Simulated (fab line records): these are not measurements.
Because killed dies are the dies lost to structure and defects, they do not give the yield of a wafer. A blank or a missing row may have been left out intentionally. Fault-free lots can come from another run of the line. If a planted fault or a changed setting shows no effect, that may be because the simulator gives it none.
fab line records	flow sfq-line
record lots=6	wafers=18	last-day=92
route steps=325 shown I6@280 M7@281 I7@296 M8@311
lots that met no fault: taken from a fault-free run of the same line
start-h: hours from the record's opening day to when the first of the lot's shown wafers began	wait-h: time in hours since the lot's previous step	" same as the row above	L1.1+2: a single row standing in for several wafers	- no value, or no start given	* or withheld: withheld	< > ~ a bound
route shown NAME@n: names a module that has steps shown in the file, with the first one's number in the route	usual: mean/standard deviation of fault-free wafers	same: alike in all rows	chamber/n: place in a boat	sites: the reading at each site	_std_site: their standard deviation	_edge_site: mean of outer sites minus mean of inner sites	radius-mm: how far each site lies from the wafer's centre	mask NAME#n: copy n	behind: the tool/chamber that last shaped the wafer	hold: reason for holding the lot/hours on hold/outcome of the hold	device: names the non-switching transistor (n, p or np)	end of line: the same wafers' tests at the end of the route	where a step has no rows: the recipe by itself	killed: dies lost to structure and defects at the first sort, not the wafer's yield	map: a wafer's dies, marking killed ones x, the rest . and places with no die _
set.NAME: setting as actually run; set.NAME@STEP: the setting as run at that earlier step	model.NAME: the simulator's own value behind a step, which no gauge read
lots at some steps of the route; a table a step, a row a wafer
services: when a tool's chamber went out of use (start-h, in hours from the record's first day, below 0 if earlier), for how many hours, and the reason
## steps
# step SFQ_TRILAYER_I6_VIA_STRIP_SOLV_CLEAN_174
# recipe chemistry=NMP	temp-c=70	time-s=600
# step SFQ_TRILAYER_M7_DEP_PRE_CLEAN_176
# recipe gas=Ar	time-s=22.5	bias-v=250
# step SFQ_TRILAYER_M7_DEP_SPUTTER_175
# recipe material=Nb	base-pressure-pa=1.33e-06	chamber-pressure-pa=0.1333	substrate-temp-c=20	target-thk-nm=200	power-w=2000	time-s=133.3
# step SFQ_M7_RS_MEAS_943
# recipe thk-meas-gauge=four-point-probe	reads=Nb_of_TRILAYER_M7_DEP_SPUTTER_175
# usual M7_NB_RS=0.890/0.0082
lot.wafer	tool	chamber	start-h	wait-h	M7_NB_RS[ohm/sq]
L879.1	film-metro-04	-	1865.00	0.0	0.896
L879.2	"	-	"	"	0.887
L879.6	"	-	"	"	0.899
L884.1	film-metro-02	-	1978.64	0.0	0.881
L884.4	"	-	"	"	0.885
L884.5	"	-	"	"	0.890
L887.3	film-metro-02	-	1985.88	0.1	0.900
L887.4	"	-	"	"	0.893
L887.6	"	-	"	"	0.896
L888.3	film-metro-04	-	1987.08	0.1	0.900
L888.5	"	-	"	"	0.898
L888.6	"	-	"	"	0.892
L897.1	film-metro-04	-	2102.61	0.1	0.908
L897.3	"	-	"	"	0.902
L897.6	"	-	"	"	0.914
L900.3	film-metro-02	-	2112.14	0.1	0.875
L900.4	"	-	"	"	0.881
L900.5	"	-	"	"	0.877
# step SFQ_TRILAYER_M7_LITHO_COAT_182
# recipe resist=BARC	spin-rpm=3000	resist-thk-nm=62
# step SFQ_TRILAYER_M7_LITHO_COAT_177
# recipe resist=KrF	spin-rpm=3000	resist-thk-nm=600
# step SFQ_TRILAYER_M7_LITHO_SOFTBAKE_181
# recipe temp-c=withheld	time-s=withheld	resist=KrF
# step SFQ_TRILAYER_M7_LITHO_EXPOSE_178
# recipe mask-id=M7	na=0.6	source-shape=conventional	sigma-outer=0.65	target-cd-nm=500	dose-mj=14.4
# step SFQ_TRILAYER_M7_LITHO_PEB_180
# recipe peb-temp-c=115	peb-time-s=60	resist=KrF
# step SFQ_TRILAYER_M7_LITHO_DEVELOP_179
# recipe time-s=60	resist=KrF
# step SFQ_M7_OVL_MEAS_945
# usual M7_OVL=-4/5.8
lot.wafer	tool	chamber	start-h	wait-h	M7_OVL[nm]
L879.1	overlay-01	-	1868.11	0.1	-3
L879.2	"	-	"	"	0
L879.6	"	-	"	"	-2
L884.1	overlay-02	-	1981.67	0.1	0
L884.4	"	-	"	"	0
L884.5	"	-	"	"	5
L887.3	overlay-01	-	1991.29	0.1	-11
L887.4	"	-	"	"	-4
L887.6	"	-	"	"	-3
L888.3	overlay-01	-	1993.69	0.1	6
L888.5	"	-	"	"	4
L888.6	"	-	"	"	4
L897.1	overlay-02	-	2106.21	0.1	-5
L897.3	"	-	"	"	-1
L897.6	"	-	"	"	-2
L900.3	overlay-01	-	2180.75	0.1	-1
L900.4	"	-	"	"	2
L900.5	"	-	"	"	-2
# step SFQ_TRILAYER_M7_BARC_OPEN_METAL_ETCH_229
# recipe mask-material=PR	chemistry=O2	target-depth-nm=125	target=BARC	icp-w=600	bias-w=80	pressure-mtorr=10	time-s=41.7
# usual bias-w=80.00/0.27	chamber-pressure-mTorr=10.000/0.0097	drypump-motor-current-A=5.49/0.28	oes-product-au=0.685/0.0046
lot.wafer	tool	chamber	start-h	wait-h	bias-w	chamber-pressure-mTorr	drypump-motor-current-A	oes-product-au	rf-hours-counter-h	model.KrF_of_TRILAYER_M7_LITHO_COAT_177.thk-nm
L879.1	rie-metal-02	0	1868.15	0.0	80.07	9.989	5.96	0.679	41	522
L879.2	"	0	"	"	79.68	10.013	5.94	0.684	-	520.4
L879.6	"	0	"	"	79.60	10.000	5.96	0.686	-	520.9
L884.1	rie-metal-04	0	1981.71	0.0	79.93	9.991	5.16	0.690	89	522.2
L884.4	"	0	"	"	80.22	10.003	5.17	0.689	-	521.8
L884.5	"	1	"	"	80.30	10.015	5.34	0.682	-	519.6
L887.3	rie-metal-02	1	1991.33	0.0	-	-	-	-	-	571
L887.4	"	0	"	"	-	-	-	-	-	569.9
L887.6	"	1	"	"	-	-	-	-	-	570.9
L888.3	rie-metal-02	1	1993.73	0.0	-	-	-	-	-	573.9
L888.5	"	1	"	"	-	-	-	-	-	575.8
L888.6	"	0	"	"	-	-	-	-	-	574.3
L897.1	rie-metal-03	0	2106.25	0.0	79.80	10.008	5.59	0.693	80	522.7
L897.3	"	0	"	"	79.81	9.995	5.62	0.681	-	522.9
L897.6	"	0	"	"	79.95	10.010	5.58	0.679	-	522.1
L900.3	rie-metal-03	1	2180.79	0.0	80.07	10.004	5.31	0.689	-	520.1
L900.4	"	0	"	"	80.29	9.994	5.60	0.688	-	521.4
L900.5	"	0	"	"	79.76	10.000	5.57	0.675	-	520.4
# step SFQ_TRILAYER_M7_ETCH_METAL_ETCH_180
# recipe target=Nb	stop-on=SiO2	mask-material=PR	chemistry=Cl2/Ar	target-depth-nm=240	icp-w=600	bias-w=80	pressure-mtorr=10	time-s=120
# usual bias-w=80.01/0.24	chamber-pressure-mTorr=10.000/0.0083	drypump-motor-current-A=5.48/0.28	oes-product-au=0.894/0.0062
lot.wafer	tool	chamber	start-h	wait-h	bias-w	chamber-pressure-mTorr	drypump-motor-current-A	oes-product-au	rf-hours-counter-h	model.KrF_of_TRILAYER_M7_LITHO_COAT_177.thk-nm
L879.1	rie-metal-02	0	1868.27	0.1	79.89	9.987	5.97	0.887	41	382.9
L879.2	"	0	"	"	79.53	10.007	5.99	0.892	-	381
L879.6	"	0	"	"	79.42	9.995	6.04	0.893	-	381.7
L884.1	rie-metal-04	0	1981.77	0.0	80.13	10.007	5.18	0.903	89	382.2
L884.4	"	0	"	"	79.95	10.009	5.17	0.896	-	381.5
L884.5	"	1	"	"	80.06	9.996	5.36	0.894	-	379.9
L887.3	rie-metal-02	1	1991.41	0.1	80.05	9.990	5.79	0.369	-	429.8
L887.4	"	0	"	"	79.84	9.989	5.95	0.375	-	430.2
L887.6	"	1	"	"	80.21	10.005	5.77	0.374	-	431.2
L888.3	rie-metal-02	1	1993.81	0.1	80.07	9.993	5.75	0.381	-	433.1
L888.5	"	1	"	"	79.70	10.008	5.73	0.372	-	435.4
L888.6	"	0	"	"	80.22	10.010	6.00	0.373	-	433.8
L897.1	rie-metal-03	0	2106.31	0.0	80.33	10.005	5.58	0.881	80	383.7
L897.3	"	0	"	"	80.31	10.004	5.59	0.885	-	383.8
L897.6	"	0	"	"	80.53	9.993	5.58	0.885	-	383.5
L900.3	rie-metal-03	1	2180.87	0.1	80.26	9.980	5.34	0.900	-	378.2
L900.4	"	0	"	"	79.56	9.992	5.62	0.894	-	380.8
L900.5	"	0	"	"	79.94	10.002	5.63	0.906	-	379.9
# step SFQ_TRILAYER_M7_STRIP_STRIP_181
# recipe gas=O2	power-w=200	platen-temp-c=40	overash-fraction=0.65	chemistry=O2	pressure-mtorr=50
# usual drypump-motor-current-A=5.49/0.27	oes-product-au=0.997/0.0075
lot.wafer	tool	chamber	start-h	wait-h	drypump-motor-current-A	oes-product-au	rf-hours-counter-h
L879.1	rie-metal-02	0	1868.52	0.2	6.00	0.992	41
L879.2	"	0	"	"	6.00	0.990	-
L879.6	"	0	"	"	5.99	0.988	-
L884.1	rie-metal-04	0	1981.90	0.1	5.19	1.003	89
L884.4	"	0	"	"	5.18	0.993	-
L884.5	"	1	"	"	5.35	0.996	-
L887.3	rie-metal-02	1	1991.70	0.2	5.75	0.999	-
L887.4	"	0	"	"	5.95	0.988	-
L887.6	"	1	"	"	5.75	0.996	-
L888.3	rie-metal-02	1	1994.10	0.2	5.77	1.002	-
L888.5	"	1	"	"	5.76	0.994	-
L888.6	"	0	"	"	5.98	0.995	-
L897.1	rie-metal-03	0	2106.43	0.1	5.55	0.983	81
L897.3	"	0	"	"	5.64	0.984	-
L897.6	"	0	"	"	5.59	0.988	-
L900.3	rie-metal-03	1	2181.16	0.2	5.33	0.996	-
L900.4	"	0	"	"	5.56	1.010	-
L900.5	"	0	"	"	5.55	0.997	-
# step SFQ_TRILAYER_M7_STRIP_SOLV_CLEAN_182
# recipe chemistry=NMP	temp-c=70	time-s=600
# step SFQ_TRILAYER_I7_DEP_PECVD_183
# recipe material=SiO2	temp-c=150	time-s=111.11	pressure-torr=2.4	rf-w=183.3	precursor=SiH4/N2O	target-thk-nm=500
# usual heater-power-w=88/21	throttle-valve-pct=25.1/1.7
lot.wafer	tool	chamber	start-h	wait-h	heater-power-w	throttle-valve-pct
L879.1	pecvd-03	0	1869.89	0.0	56	24.4
L879.2	"	2	"	"	109	26.9
L879.6	"	0	"	"	61	24.4
L884.1	pecvd-04	2	1982.67	0.0	111	23.6
L884.4	"	0	"	"	83	23.5
L884.5	"	2	"	"	110	23.3
L887.3	pecvd-04	2	1992.27	0.0	106	23.2
L887.4	"	2	"	"	110	23.1
L887.6	"	0	"	"	84	23.5
L888.3	pecvd-01	0	1994.67	0.0	50	24.6
L888.5	"	0	"	"	53	24.9
L888.6	"	2	"	"	80	27.3
L897.1	pecvd-03	1	2107.21	0.0	84	23.9
L897.3	"	2	"	"	94	27.4
L897.6	"	1	"	"	88	24.1
L900.3	pecvd-04	2	2181.73	0.0	100	23.5
L900.4	"	2	"	"	107	23.9
L900.5	"	1	"	"	88	22.8
# step SFQ_TRILAYER_I7_CMP_CMP_184
# recipe material=SiO2	down-force-psi=3	platen-rpm=60	pad-velocity-m-s=0.94248
# step SFQ_I7_BOW_MEAS_946
# recipe mode=bow
# usual I7_BOW=8/12
lot.wafer	tool	chamber	start-h	wait-h	I7_BOW[um]
L879.1	film-metro-02	-	1874.25	2.0	11
L879.2	"	-	"	"	-7
L879.6	"	-	"	"	18
L884.1	film-metro-01	-	1986.35	1.5	-8
L884.4	"	-	"	"	-6
L884.5	"	-	"	"	3
L887.3	film-metro-02	-	1995.39	2.0	18
L887.4	"	-	"	"	3
L887.6	"	-	"	"	3
L888.3	film-metro-02	-	1997.79	1.0	-22
L888.5	"	-	"	"	-11
L888.6	"	-	"	"	-11
L897.1	film-metro-01	-	2110.29	2.0	18
L897.3	"	-	"	"	22
L897.6	"	-	"	"	20
L900.3	film-metro-01	-	2187.85	2.5	14
L900.4	"	-	"	"	10
L900.5	"	-	"	"	13
# step SFQ_TRILAYER_I7_METRO_MEASURE_185
# step SFQ_TRILAYER_I7_VIA_LITHO_COAT_192
# recipe resist=BARC	spin-rpm=3000	resist-thk-nm=62
# step SFQ_TRILAYER_I7_VIA_LITHO_COAT_187
# recipe resist=KrF	spin-rpm=3000	resist-thk-nm=650
# step SFQ_TRILAYER_I7_VIA_LITHO_SOFTBAKE_191
# recipe temp-c=withheld	time-s=withheld	resist=KrF
# step SFQ_TRILAYER_I7_VIA_LITHO_EXPOSE_188
# recipe mask-id=I7	na=0.6	source-shape=conventional	sigma-outer=0.65	target-cd-nm=1000	dose-mj=21.3
# usual exposure-dose-mJ-cm2=21.303/0.021	focus-offset-nm=0.0/0.5	stage-vel-mm-s=499.96/0.24
lot.wafer	tool	chamber	start-h	wait-h	mask	exposure-dose-mJ-cm2	focus-offset-nm	stage-vel-mm-s
L879.1	krf-scanner-01	0	1876.92	-	I7#0	21.284	-0.4	499.77
L879.2	"	0	"	"	I7#0	21.308	-0.4	499.61
L879.6	"	0	"	"	I7#0	21.306	-0.1	499.74
L884.1	krf-scanner-01	0	1993.37	-	I7#0	21.257	1.1	500.24
L884.4	"	0	"	"	I7#0	21.314	0.2	500.27
L884.5	"	0	"	"	I7#0	21.284	0.0	499.95
L887.3	krf-scanner-01	-	2006.77	-	I7#0	-	-	-
L887.4	"	-	"	"	I7#0	-	-	-
L887.6	"	-	"	"	I7#0	-	-	-
L888.3	krf-scanner-01	-	2011.57	-	I7#0	-	-	-
L888.5	"	-	"	"	I7#0	-	-	-
L888.6	"	-	"	"	I7#0	-	-	-
L897.1	krf-scanner-01	0	2134.26	-	I7#0	21.301	0.0	500.12
L897.3	"	0	"	"	I7#0	21.290	0.2	500.06
L897.6	"	0	"	"	I7#0	21.343	0.7	500.17
L900.3	krf-scanner-01	0	2190.30	-	I7#0	21.281	-0.8	500.00
L900.4	"	0	"	"	I7#0	21.317	0.3	499.62
L900.5	"	0	"	"	I7#0	21.296	-0.3	499.99
# step SFQ_TRILAYER_I7_VIA_LITHO_PEB_190
# recipe peb-temp-c=115	peb-time-s=60	resist=KrF
# step SFQ_TRILAYER_I7_VIA_LITHO_DEVELOP_189
# recipe time-s=60	resist=KrF
# step SFQ_I7_OVL_MEAS_947
# usual I7_OVL=-2/5
lot.wafer	tool	chamber	start-h	wait-h	I7_OVL[nm]
L879.1	overlay-01	-	1878.42	0.1	-3
L879.2	"	-	"	"	-4
L879.6	"	-	"	"	-7
L884.1	overlay-01	-	1994.87	0.1	1
L884.4	"	-	"	"	1
L884.5	"	-	"	"	-1
L887.3	overlay-02	-	2007.89	0.1	-
L887.4	"	-	"	"	-
L887.6	"	-	"	"	-
L888.3	overlay-02	-	2012.69	0.1	-
L888.5	"	-	"	"	-
L888.6	"	-	"	"	-
L897.1	overlay-02	-	2135.76	0.1	-3
L897.3	"	-	"	"	-7
L897.6	"	-	"	"	-9
L900.3	overlay-01	-	2191.41	0.1	7
L900.4	"	-	"	"	2
L900.5	"	-	"	"	1
# step SFQ_TRILAYER_I7_VIA_BARC_OPEN_VIA_ETCH_260
# recipe mask-material=PR	chemistry=O2	target-depth-nm=125	target=BARC	source-w=500	bias-w=80	pressure-mtorr=30	time-s=41.7
# usual bias-w=79.97/0.25	chamber-pressure-mTorr=30.000/0.028	drypump-motor-current-A=6.0/0.39	oes-product-au=0.684/0.0044
lot.wafer	tool	chamber	start-h	wait-h	bias-w	chamber-pressure-mTorr	drypump-motor-current-A	oes-product-au	rf-hours-counter-h
L879.1	rie-diel-01	3	1878.45	0.0	79.88	30.028	6.4	0.679	4
L879.2	"	1	"	"	79.44	29.985	6.7	0.684	2
L879.6	"	3	"	"	80.01	30.010	6.3	0.685	-
L884.1	rie-diel-03	3	1994.91	0.0	80.11	30.017	5.5	0.680	20
L884.4	"	1	"	"	80.34	30.023	5.9	0.689	18
L884.5	"	3	"	"	79.88	30.028	5.5	0.675	-
L887.3	rie-diel-04	1	2007.91	0.0	80.23	29.996	6.1	0.686	1
L887.4	"	0	"	"	79.98	29.966	5.8	0.685	5
L887.6	"	1	"	"	79.94	30.047	6.0	0.682	-
L888.3	rie-diel-04	0	2012.71	0.0	80.38	30.031	5.8	0.686	5
L888.5	"	1	"	"	80.02	29.995	6.0	0.696	-
L888.6	"	2	"	"	80.10	30.025	5.1	0.675	-
L897.1	rie-diel-01	1	2135.80	0.0	79.72	29.985	6.7	0.688	5
L897.3	"	0	"	"	79.65	30.034	5.6	0.683	3
L897.6	"	1	"	"	80.15	29.998	6.7	0.694	-
L900.3	rie-diel-04	3	2191.44	0.0	80.23	30.013	6.1	0.685	13
L900.4	"	1	"	"	80.32	30.080	6.0	0.683	3
L900.5	"	3	"	"	80.13	29.982	6.1	0.696	-
# step SFQ_TRILAYER_I7_VIA_ETCH_VIA_ETCH_190
# recipe target=SiO2	stop-on=Nb	mask-material=PR	taper-deg=20	chemistry=CHF3	target-depth-nm=260	source-w=500	bias-w=80	pressure-mtorr=30	time-s=withheld
# usual bias-w=79.96/0.24	chamber-pressure-mTorr=30.001/0.025	drypump-motor-current-A=6.0/0.39	oes-product-au=0.853/0.0055
lot.wafer	tool	chamber	start-h	wait-h	bias-w	chamber-pressure-mTorr	drypump-motor-current-A	oes-product-au
L879.1	rie-diel-01	3	1878.49	0.0	79.71	29.980	6.4	0.862
L879.2	"	1	"	"	80.11	29.984	6.6	0.856
L879.6	"	3	"	"	79.48	29.999	6.4	0.849
L884.1	rie-diel-03	3	1994.95	0.0	79.53	30.018	5.6	0.854
L884.4	"	1	"	"	80.01	30.041	5.9	0.855
L884.5	"	3	"	"	79.90	29.944	5.6	0.853
L887.3	rie-diel-04	1	2007.95	0.0	80.19	30.038	6.1	0.377
L887.4	"	0	"	"	79.76	29.981	5.8	0.365
L887.6	"	1	"	"	80.07	30.024	6.1	0.368
L888.3	rie-diel-04	0	2012.75	0.0	79.95	30.051	5.8	0.368
L888.5	"	1	"	"	80.10	30.075	6.0	0.368
L888.6	"	2	"	"	79.82	29.960	5.1	0.379
L897.1	rie-diel-01	1	2135.84	0.0	79.68	29.983	6.7	0.850
L897.3	"	0	"	"	79.50	29.979	5.6	0.847
L897.6	"	1	"	"	79.85	29.995	6.7	0.850
L900.3	rie-diel-04	3	2191.48	0.0	79.67	29.988	6.1	0.865
L900.4	"	1	"	"	80.41	30.009	6.0	0.859
L900.5	"	3	"	"	79.97	30.003	6.1	0.854
# step SFQ_TRILAYER_I7_VIA_STRIP_STRIP_191
# recipe gas=O2	power-w=200	platen-temp-c=40	overash-fraction=0.65	chemistry=O2	pressure-mtorr=50
# usual drypump-motor-current-A=5.64/0.29	oes-product-au=0.999/0.0068
lot.wafer	tool	chamber	start-h	wait-h	drypump-motor-current-A	oes-product-au	rf-hours-counter-h
L879.1	rie-metal-02	0	1878.61	-	6.01	0.994	43
L879.2	"	1	"	"	5.76	1.008	7
L879.6	"	1	"	"	5.77	1.000	-
L884.1	rie-metal-04	1	1995.06	-	5.34	0.998	75
L884.4	"	1	"	"	5.35	0.993	-
L884.5	"	0	"	"	5.17	1.003	-
L887.3	rie-metal-02	1	2008.46	-	5.74	1.008	-
L887.4	"	1	"	"	5.75	0.998	-
L887.6	"	1	"	"	5.74	0.995	-
L888.3	rie-metal-02	1	2013.26	-	5.78	0.999	-
L888.5	"	1	"	"	5.78	0.994	-
L888.6	"	1	"	"	5.79	0.996	-
L897.1	rie-metal-04	0	2135.95	-	5.17	0.999	112
L897.3	"	1	"	"	5.32	1.002	-
L897.6	"	0	"	"	5.17	1.003	-
L900.3	rie-metal-02	0	2191.79	-	6.04	0.992	-
L900.4	"	1	"	"	5.77	1.010	-
L900.5	"	1	"	"	5.76	1.005	-
# step SFQ_TRILAYER_I7_VIA_STRIP_SOLV_CLEAN_192
# recipe chemistry=NMP	temp-c=70	time-s=600
# step SFQ_TRILAYER_M8_LITHO_LOR_COAT_197
# recipe resist=lift-off	spin-rpm=3000
# step SFQ_TRILAYER_M8_LITHO_LOR_BAKE_198
# recipe resist=lift-off	temp-c=withheld	time-s=withheld
# step SFQ_TRILAYER_M8_LITHO_COAT_193
# recipe resist=KrF	spin-rpm=3000	resist-thk-nm=600
# step SFQ_TRILAYER_M8_LITHO_SOFTBAKE_199
# recipe temp-c=withheld	time-s=withheld	resist=KrF
# step SFQ_TRILAYER_M8_LITHO_PEB_196
# recipe peb-temp-c=115	peb-time-s=60	resist=KrF
# step SFQ_TRILAYER_M8_LITHO_DEVELOP_195
# recipe img-clear-s=15	time-s=55	resist=KrF
# step SFQ_M8_OVL_MEAS_948
# usual M8_OVL=-5/6
lot.wafer	tool	chamber	start-h	wait-h	M8_OVL[nm]
L879.1	overlay-02	-	1882.17	0.1	0
L879.2	"	-	"	"	-7
L879.6	"	-	"	"	-13
L884.1	overlay-02	-	2006.67	0.1	-1
L884.4	"	-	"	"	-19
L884.5	"	-	"	"	-8
L887.3	overlay-02	-	2022.28	0.1	-
L887.4	"	-	"	"	-
L887.6	"	-	"	"	-
L888.3	overlay-02	-	2027.08	0.1	-
L888.5	"	-	"	"	-
L888.6	"	-	"	"	-
L897.1	overlay-01	-	2139.55	0.1	9
L897.3	"	-	"	"	6
L897.6	"	-	"	"	-3
L900.3	overlay-01	-	2197.41	0.1	-7
L900.4	"	-	"	"	-4
L900.5	"	-	"	"	-8
# step SFQ_TRILAYER_M8_DEP_EVAP_197
# recipe material=Ti	angular-spread-deg=1	target-thk-nm=20	time-s=100	power-w=2000
# step SFQ_TRILAYER_M8_DEP_EVAP_198
# recipe material=Pt	angular-spread-deg=1	target-thk-nm=50	time-s=250	power-w=2000
# step SFQ_TRILAYER_M8_DEP_EVAP_196
# recipe material=Au	angular-spread-deg=1	target-thk-nm=180	time-s=900	power-w=2000
# step SFQ_M8_BOW_MEAS_951
# recipe mode=bow
# usual M8_BOW=8/12
lot.wafer	tool	chamber	start-h	wait-h	M8_BOW[um]	model.etest.m8.ohm-sq	model.etest.i7.link-ohm	model.etest.m7.comb-log10-ohm
L879.1	film-metro-04	-	1883.31	0.0	11	0.153	1.056	12
L879.2	"	-	"	"	-8	0.1519	1.046	12
L879.6	"	-	"	"	18	0.1518	1.058	12
L884.1	film-metro-03	-	2007.80	0.0	-6	0.1521	1.042	12
L884.4	"	-	"	"	-5	0.1531	1.047	12
L884.5	"	-	"	"	5	0.1541	1.051	12
L887.3	film-metro-03	-	2023.44	0.0	17	1e+06	1e+06	0
L887.4	"	-	"	"	3	1e+06	1e+06	0
L887.6	"	-	"	"	2	1e+06	1e+06	0
L888.3	film-metro-03	-	2028.42	0.0	-22	1e+06	1e+06	0
L888.5	"	-	"	"	-11	1e+06	1e+06	0
L888.6	"	-	"	"	-10	1e+06	1e+06	0
L897.1	film-metro-04	-	2140.69	0.0	19	0.1547	1.069	12
L897.3	"	-	"	"	23	0.156	1.066	12
L897.6	"	-	"	"	22	0.1544	1.073	12
L900.3	film-metro-03	-	2198.57	0.0	14	0.1561	1.039	12
L900.4	"	-	"	"	10	0.1559	1.046	12
L900.5	"	-	"	"	14	0.1553	1.042	12
## services
tool	chamber	start-h	hours	kind
rie-metal-02	1	1859.19	11.2	repair
rie-diel-01	1	1867.38	5.9	repair
rie-metal-04	-	1869.37	1.4	pm
rie-metal-03	-	1873.90	2.8	pm
rie-diel-04	-	1875.12	14.6	pm
rie-diel-01	-	1915.91	2.8	pm
rie-diel-04	0	1928.38	4.9	repair
rie-metal-03	0	1931.39	4.8	repair
rie-diel-04	2	1938.07	8.6	repair
krf-scanner-01	-	1963.94	0.8	pm
krf-scanner-01	-	1973.87	1.3	pm
rie-metal-03	0	1980.11	5.3	repair
krf-scanner-01	-	1996.97	1.0	pm
rie-diel-04	1	2001.16	6.3	repair
rie-metal-02	0	2006.28	15.7	repair
rie-diel-01	0	2030.32	4.5	repair
krf-scanner-01	-	2060.26	6.4	repair
rie-diel-01	-	2073.84	1.9	repair
rie-metal-02	-	2114.80	0.9	repair
krf-scanner-01	-	2149.55	1.3	pm
rie-diel-01	3	2151.64	5.6	repair
krf-scanner-01	-	2155.75	6.0	repair
krf-scanner-01	-	2164.85	1.0	pm
rie-metal-04	1	2164.99	12.1	repair
## key
first-sign step=SFQ_TRILAYER_M7_BARC_OPEN_METAL_ETCH_229	reading=tool-record	direction=missing
effect step=SFQ_TRILAYER_M7_ETCH_METAL_ETCH_180	reading=oes-product-au	direction=down	sigmas=84	usual=0.894	struck=0.374
effect step=SFQ_TRILAYER_I7_VIA_LITHO_EXPOSE_188	reading=tool-record	direction=missing
effect step=SFQ_I7_OVL_MEAS_947	reading=I7_OVL	direction=missing
effect step=SFQ_TRILAYER_I7_VIA_ETCH_VIA_ETCH_190	reading=oes-product-au	direction=down	sigmas=87	usual=0.853	struck=0.371
effect step=SFQ_M8_OVL_MEAS_948	reading=M8_OVL	direction=missing
model-effect step=SFQ_TRILAYER_M7_BARC_OPEN_METAL_ETCH_229	value=KrF_of_TRILAYER_M7_LITHO_COAT_177.thk-nm	without=521.1	struck=572.6
model-effect step=SFQ_TRILAYER_M7_ETCH_METAL_ETCH_180	value=KrF_of_TRILAYER_M7_LITHO_COAT_177.thk-nm	without=380.7	struck=432.3
model-effect step=SFQ_M8_BOW_MEAS_951	value=etest.m8.ohm-sq	without=0.1542	struck=1e+06
met-at SFQ_TRILAYER_M7_BARC_OPEN_METAL_ETCH_229
struck-wafers L887.3,L887.4,L887.6,L888.3,L888.5,L888.6
onset-between 1868.15 1991.33
fault kind=skipped-step-whole	tool=rie-metal-02	chamber=-	onset-h=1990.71	steps=SFQ_TRILAYER_M7_BARC_OPEN_METAL_ETCH_229	scope=struck-lots-only
